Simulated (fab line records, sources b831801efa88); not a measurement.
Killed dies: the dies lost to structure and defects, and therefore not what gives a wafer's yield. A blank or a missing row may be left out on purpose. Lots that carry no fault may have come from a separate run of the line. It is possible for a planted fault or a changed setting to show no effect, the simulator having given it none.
Which tool did it? + flow sky130 + 14 lots, 42 wafers sampled, at 4 steps of a route of 708

WHAT THE GAUGES SHOWED, per wafer
SKY_LOCAL_INTERCONNECT_OVL_MEAS_12. Usual: for LOCAL_INTERCONNECT_OVL the level is -1 nm and the standard deviation is 4.6.
| lot  | measured     | on         | LOCAL_INTERCONNECT_OVL (nm) | flag |
|------|--------------|------------|-----------------------------|------|
| L593 | day 30 05:06 | overlay-01 | 0 -1 3                      |      |
| L594 | day 31 02:03 | overlay-01 | -4 1 -7                     |      |
| L595 | day 31 13:37 | overlay-01 | 0 -1 -1                     |      |
| L597 | day 31 23:24 | overlay-01 | 3 0 5                       |      |
| L598 | day 32 08:21 | overlay-02 | -4 -1 -12                   |      |
| L600 | day 33 01:12 | overlay-02 | 0 -5 -6                     |      |
| L604 | day 34 03:29 | overlay-02 | 4 0 7                       |      |
| L603 | day 34 05:16 | overlay-01 | -3 -7 -8                    |      |
| L605 | day 34 14:11 | overlay-02 | 3 1 3                       |      |
| L606 | day 34 18:51 | overlay-01 | -3 0 -4                     |      |
| L607 | day 35 07:53 | overlay-02 | 6 5 5                       |      |
| L608 | day 35 21:31 | overlay-01 | -1 -4 -4                    |      |
| L610 | day 36 01:19 | overlay-01 | 1 -2 5                      |      |
| L613 | day 36 22:08 | overlay-02 | 0 2 0                       |      |

SKY_METAL1_OVL_MEAS_16. Usual: for METAL1_OVL the level is 2 nm and the standard deviation is 4.5.
| lot  | measured     | on         | METAL1_OVL (nm) | flag |
|------|--------------|------------|-----------------|------|
| L593 | day 32 15:18 | overlay-01 | 5 13 0          |      |
| L594 | day 33 12:35 | overlay-01 | 4 -1 -2         |      |
| L595 | day 33 23:04 | overlay-01 | -2 -5 -6        |      |
| L597 | day 34 08:06 | overlay-01 | 4 2 7           |      |
| L598 | day 34 16:06 | overlay-01 | 6 0 1           |      |
| L600 | day 35 09:20 | overlay-02 | 2 7 2           |      |
| L604 | day 36 09:49 | overlay-01 | 1 -2 -2         |      |
| L603 | day 36 12:27 | overlay-02 | 0 1 4           |      |
| L605 | day 36 21:48 | overlay-02 | -3 11 1         |      |
| L606 | day 37 02:44 | overlay-02 | -6 -1 0         |      |
| L607 | day 37 14:43 | overlay-02 | -10 1 -2        |      |
| L608 | day 38 04:19 | overlay-01 | 4 8 0           |      |
| L610 | day 38 07:09 | overlay-02 | 7 0 -9          |      |
| L613 | day 39 03:39 | overlay-01 | 1 2 5           |      |

EACH LOT AND THE TOOL THAT RAN IT (in order: tool; ch and the chambers of the sampled wafers; start)
| lot  | SKY_LI_CONTACT_CMP_24         | SKY_CONTACT_CMP_27            |
|------|-------------------------------|-------------------------------|
| L593 | cmp-02 ch 0,2,3, day 29 00:47 | cmp-01 ch 0,2,3, day 31 11:23 |
| L594 | cmp-02 ch 0,1, day 29 21:27   | cmp-01 ch 1,2,3, day 32 08:31 |
| L595 | cmp-02 ch 1,2, day 30 09:34   | cmp-01 ch 1,3, day 32 19:27   |
| L597 | cmp-01 ch 2,3, day 30 19:24   | cmp-02 ch 0,2, day 33 04:39   |
| L598 | cmp-02 ch 0,1, day 31 04:17   | cmp-01 ch 0,1,2, day 33 13:49 |
| L600 | cmp-02 ch 0,2,3, day 31 21:11 | cmp-02 ch 0,2,3, day 34 06:45 |
| L604 | cmp-02 ch 1,2, day 33 01:17   | cmp-02 ch 0,1,2, day 35 07:59 |
| L603 | cmp-01 ch 2,3, day 33 02:28   | cmp-02 ch 0,1, day 35 10:00   |
| L605 | cmp-02 ch 0,2, day 33 10:47   | cmp-01 ch 1,3, day 35 19:45   |
| L606 | cmp-01 ch 0,2,3, day 33 16:21 | cmp-02 ch 0,1,2, day 36 00:23 |
| L607 | cmp-02 ch 1,2,3, day 34 05:48 | cmp-01 ch 0,2, day 36 12:39   |
| L608 | cmp-02 ch 0,1,3, day 34 19:03 | cmp-02 ch 0,1,3, day 37 02:12 |
| L610 | cmp-02 ch 2,3, day 34 22:57   | cmp-02 ch 2,3, day 37 05:13   |
| L613 | cmp-02 ch 0,3, day 35 20:13   | cmp-01 ch 0,1, day 38 02:02   |
- SKY_LI_CONTACT_CMP_24: polishes, stops on PSG, t overpolish 20 s, target thk 0 nm.
- SKY_CONTACT_CMP_27: polishes, stops on SiO2, t overpolish 15 s, target thk 0 nm.

AS READ BY THE TOOLS THEMSELVES (means over the sampled wafers that have a number; for cases with no such wafer, the mark the record gives instead)
SKY_LI_CONTACT_CMP_24. Usual: motor-current-A 11.2 A, standard deviation 0.95; overpolish-run-s 19.999 s, standard deviation 0.0094; time-to-endpoint-s 96 s, standard deviation 5.3.
| lot  | tool   | motor-current-A (A) | overpolish-run-s (s) | time-to-endpoint-s (s) | flag |
|------|--------|---------------------|----------------------|------------------------|------|
| L593 | cmp-02 | 11.0                | 19.993               | 95                     |      |
| L594 | cmp-02 | 10.3                | 19.997               | 89                     |      |
| L595 | cmp-02 | 11.5                | 20.001               | 91                     |      |
| L597 | cmp-01 | 11.8                | 19.997               | 96                     |      |
| L598 | cmp-02 | 10.5                | 20.001               | 92                     |      |
| L600 | cmp-02 | 10.8                | 20.003               | 95                     |      |
| L604 | cmp-02 | 11.3                | 20.001               | 95                     |      |
| L603 | cmp-01 | 12.1                | 20.006               | 93                     |      |
| L605 | cmp-02 | 11.1                | 19.992               | 92                     |      |
| L606 | cmp-01 | 11.2                | 19.996               | 94                     |      |
| L607 | cmp-02 | 11.5                | 19.998               | 94                     |      |
| L608 | cmp-02 | 10.4                | 20.002               | 92                     |      |
| L610 | cmp-02 | 11.6                | 19.998               | 94                     |      |
| L613 | cmp-02 | 10.5                | 20.001               | 95                     |      |

SKY_CONTACT_CMP_27. Usual: motor-current-A 11.3 A, standard deviation 0.99; overpolish-run-s 15.000 s, standard deviation 0.0092; time-to-endpoint-s 81 s, standard deviation 4.8.
| lot  | tool   | motor-current-A (A) | overpolish-run-s (s) | time-to-endpoint-s (s) | flag |
|------|--------|---------------------|----------------------|------------------------|------|
| L593 | cmp-01 | 11.5                | 15.008               | 80                     |      |
| L594 | cmp-01 | 11.6                | 14.998               | 81                     |      |
| L595 | cmp-01 | 12.3                | 14.995               | 86                     |      |
| L597 | cmp-02 | 11.4                | 15.003               | 83                     |      |
| L598 | cmp-01 | 11.4                | 14.999               | 84                     |      |
| L600 | cmp-02 | 11.2                | 14.995               | 81                     |      |
| L604 | cmp-02 | 10.7                | 15.002               | 79                     |      |
| L603 | cmp-02 | 10.2                | 15.003               | 75                     |      |
| L605 | cmp-01 | 12.7                | 15.008               | 77                     |      |
| L606 | cmp-02 | 10.7                | 15.002               | 79                     |      |
| L607 | cmp-01 | 10.8                | 14.995               | 82                     |      |
| L608 | cmp-02 | 10.3                | 15.004               | 44                     | OFF  |
| L610 | cmp-02 | 11.5                | 14.993               | 47                     | OFF  |
| L613 | cmp-01 | 12.2                | 14.996               | 84                     |      |

THE ANSWER, worked out from the rows above alone
Rule: a lot counts as off when the mean over its wafers that have a number is more than 3 standard deviations away from the usual mean. Also off: a lot with no number at a reading for which 4 or more lots have one. Any other lot the step has rows for is counted as sound. The gauges are gone through in route order, then the tools' own readings, and for those a lot's mean is taken as printed above. The first step at which some lot is off is used, and at that step the reading that is off furthest; a lot without a number counts as furthest.
Off at SKY_CONTACT_CMP_27 (time-to-endpoint-s): L608, L610.
A tool fits if, at that step or a process step before it, it ran every lot that is off, and no sound lot after the first of them. One candidate fits, namely cmp-02 at SKY_CONTACT_CMP_27. Its last sound lot is L606 (day 36 00:23), its first lot that is off L608 (day 37 02:12): a fault that began between those two fits.
The tool's own readings at SKY_CONTACT_CMP_27 bear it out: on the lots that are off they differ by more than 5 times the standard deviation of the sound lots' means. time-to-endpoint-s reads 46 s there against 81 s on the sound lots.

WHAT THE SIMULATOR PUT IN
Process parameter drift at SKY_CONTACT_CMP_27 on cmp-02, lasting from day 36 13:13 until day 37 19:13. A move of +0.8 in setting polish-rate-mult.
Lots struck among those shown: L608, L610. Same finding as the rule above.
